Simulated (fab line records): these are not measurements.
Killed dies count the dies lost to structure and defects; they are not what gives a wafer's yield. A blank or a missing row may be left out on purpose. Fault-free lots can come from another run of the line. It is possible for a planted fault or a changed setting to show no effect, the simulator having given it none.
What tool caused it? | flow sky130 | 36 wafers from 12 lots sampled at 5 of the route's 708 steps

WHAT THE GAUGES READ, wafer by wafer
SKY_VT_ADJUST_NCORE_TW_MEAS_11.
lot  | measured     | on            | VT_ADJUST_NCORE_TW
L595 | day 9 01:38  | film metro-01 | 217.5 216.9 217.8
L601 | day 11 00:11 | film metro-02 | 216.9 215.8 215.5
L604 | day 11 23:25 | film metro-01 | 217.6 217.7 218.3
L605 | day 11 23:30 | film metro-01 | 216.9 216.9 217.0
L609 | day 13 14:19 | film metro-01 | 218.5 217.6 216.5
L610 | day 13 21:21 | film metro-01 | 217.4 217.2 217.2
L611 | day 14 06:12 | film metro-01 | 217.2 217.1 216.7
L612 | day 14 13:21 | film metro-03 | 216.4 215.1 215.2
L614 | day 15 02:59 | film metro-03 | 215.8 214.9 215.3
L615 | day 15 06:09 | film metro-02 | 215.9 215.7 216.4
L616 | day 15 17:23 | film metro-01 | 217.4 218.1 216.6
L617 | day 16 00:46 | film metro-03 | 213.5 214.9 213.7

SKY_SONOS_TUNNEL_OVL_MEAS_08.
lot  | measured     | on         | SONOS_TUNNEL_OVL (nm)
L595 | day 11 23:25 | overlay-01 | -0.9 0.4 0.0
L601 | day 14 06:43 | overlay-01 | 0.7 0.9 1.2
L604 | day 15 08:05 | overlay-01 | 0.0 0.1 -0.8
L605 | day 15 09:28 | overlay-01 | 1.1 1.2 -0.2
L609 | day 17 03:44 | overlay-01 | -1.1 0.5 -0.3
L610 | day 17 10:31 | overlay-01 | 0.6 0.3 0.2
L611 | day 17 20:28 | overlay-02 | 0.6 2.2 1.5
L612 | day 18 05:13 | overlay-02 | -1.2 0.8 1.1
L614 | day 18 19:57 | overlay-01 | -0.7 -1.0 -1.8
L615 | day 18 22:01 | overlay-02 | 0.7 0.6 -1.3
L616 | day 19 09:27 | overlay-02 | -1.3 -1.4 -1.5
L617 | day 19 17:52 | overlay-02 | 0.5 -0.7 -0.2

SKY_SONOS_ONO_THK_MEAS_01.
lot  | measured     | on            | SONOS_ONO_OXIDATION_THK (nm)
L595 | day 12 01:17 | film metro-01 | 2.51 2.60 2.59
L601 | day 14 08:50 | film metro-01 | 2.83 2.83 2.93 2.78 2.86 2.86
L604 | day 15 10:13 | film metro-02 | 2.91 2.94 2.99 2.95 2.94 3.00
L605 | day 15 12:34 | film metro-03 | 2.55 2.65 2.56
L609 | day 17 05:42 | film metro-02 | 2.42 2.47 2.42
L610 | day 17 13:23 | film metro-03 | 2.53 2.54 2.54
L611 | day 18 00:17 | film metro-03 | 2.56 2.60 2.61
L612 | day 18 07:37 | film metro-02 | 2.73 2.65 2.66
L614 | day 18 22:50 | film metro-01 | 2.62 2.63 2.59
L615 | day 19 00:11 | film metro-02 | 2.57 2.58 2.62
L616 | day 19 11:19 | film metro-01 | 2.56 2.60 2.60
L617 | day 19 20:30 | film metro-01 | 2.65 2.68 2.59

SKY_SONOS_ONO_OVL_MEAS_14.
lot  | measured     | on         | SONOS_ONO_OVL (nm)
L595 | day 13 05:48 | overlay-01 | -0.1 -0.7 0.4
L601 | day 15 16:01 | overlay-01 | -1.4 -1.4 -1.9
L604 | day 16 17:55 | overlay-02 | -2.7 -3.5 -3.5
L605 | day 17 02:46 | overlay-02 | 0.2 0.7 1.0
L609 | day 18 14:50 | overlay-01 | -0.8 0.4 -0.2
L610 | day 19 00:58 | overlay-02 | 3.4 1.9 0.0
L611 | day 19 09:40 | overlay-01 | 0.1 0.1 1.0
L612 | day 19 16:27 | overlay-02 | -2.7 -1.7 -2.1
L614 | day 20 08:48 | overlay-01 | 0.3 0.0 -0.7
L615 | day 20 12:37 | overlay-02 | 0.7 -1.4 -1.2
L616 | day 20 19:01 | overlay-01 | -1.4 -1.5 -0.7
L617 | day 21 17:40 | overlay-02 | -1.2 -1.9 -0.2

EACH LOT AND THE TOOL THAT RAN IT (in order: tool; ch and the chambers of the sampled wafers; start)
lot  | SKY_SONOS_ONO_OXIDATION_00
L595 | furnace-01 ch 0, day 11 23:56
L601 | furnace-01 ch 0, day 14 07:29
L604 | furnace-01 ch 0, day 15 08:50
L605 | furnace-02 ch 0, day 15 11:13
L609 | furnace-02 ch 0, day 17 04:20
L610 | furnace-01 ch 0, day 17 12:01
L611 | furnace-01 ch 0, day 17 22:56
L612 | furnace-01 ch 0, day 18 06:17
L614 | furnace-02 ch 0, day 18 21:29
L615 | furnace-02 ch 0, day 18 22:50
L616 | furnace-01 ch 0, day 19 09:59
L617 | furnace-01 ch 0, day 19 19:08
- SKY_SONOS_ONO_OXIDATION_00: stabilise 600 s, purge 300 s, target thk 2.6 nm.

AS READ BY THE TOOLS THEMSELVES (means over the sampled wafers that have a number; for cases with no such wafer, the mark the record gives instead)
SKY_SONOS_ONO_OXIDATION_00.
lot  | tool       | spike tc bottom C (C) | spike tc centre C (C) | spike tc lower C (C) | spike tc top C (C) | spike tc upper C (C) | zone power upper pct (%)
L595 | furnace-01 | 823.3                 | 802.5                 | 798.6                | 816                | 800.8                | 13.7
L601 | furnace-01 | 831.0                 | 808.5                 | 807.3                | 823                | 808.4                | 13.9
L604 | furnace-01 | 831.5                 | 809.1                 | 806.3                | 822                | 807.5                | 14.0
L605 | furnace-02 | 821.2                 | 800.2                 | 801.3                | 809                | 799.2                | 12.9
L609 | furnace-02 | 820.6                 | 800.3                 | 801.2                | 809                | 799.5                | 12.9
L610 | furnace-01 | 823.1                 | 802.4                 | 800.9                | 815                | 801.3                | 13.6
L611 | furnace-01 | 824.3                 | 801.5                 | 800.9                | 817                | 801.4                | 13.7
L612 | furnace-01 | 823.8                 | 802.5                 | 799.6                | 816                | 800.6                | 13.7
L614 | furnace-02 | 822.5                 | 801.5                 | 801.0                | 810                | 798.8                | 13.0
L615 | furnace-02 | 821.7                 | 801.2                 | 800.9                | 809                | 799.0                | 13.1
L616 | furnace-01 | 823.6                 | 802.7                 | 799.8                | 815                | 800.7                | 13.7
L617 | furnace-01 | 824.2                 | 801.5                 | 799.2                | 816                | 800.9                | 13.5

THE ANSWER, worked out from the rows above alone
Rule: the lots themselves supply what counts as usual. The widest of any qualifying gaps counts: lots, ordered by their means at a reading, are off when they make up no more than a third of the lots, leave a main group of 4 or more, and stand apart from it by 3 or more times the standard deviation of that group's means. If all means in a main group match to the digits the tables above print for the reading, that group is not used. Also off: a lot with no number at a reading for which 4 or more lots have one. Where the step has rows for the other lots, those lots are counted as sound. Order of review: gauges by route order, followed by the tools' own readings, for which a lot's mean as printed above is used. The first step at which some lot is off is used, and at that step the reading that is off furthest; a lot without a number counts as furthest.
Off, at SKY_SONOS_ONO_OXIDATION_00 on spike tc centre C: L601, L604. For the main group the mean is 801.6 C and the standard deviation 0.85.
If a tool, at that step or one of the process steps before it, ran each lot that is off and ran no sound lot following the first of them, it fits. No candidate that was tried fits.

WHAT WAS PUT IN BY THE SIMULATOR
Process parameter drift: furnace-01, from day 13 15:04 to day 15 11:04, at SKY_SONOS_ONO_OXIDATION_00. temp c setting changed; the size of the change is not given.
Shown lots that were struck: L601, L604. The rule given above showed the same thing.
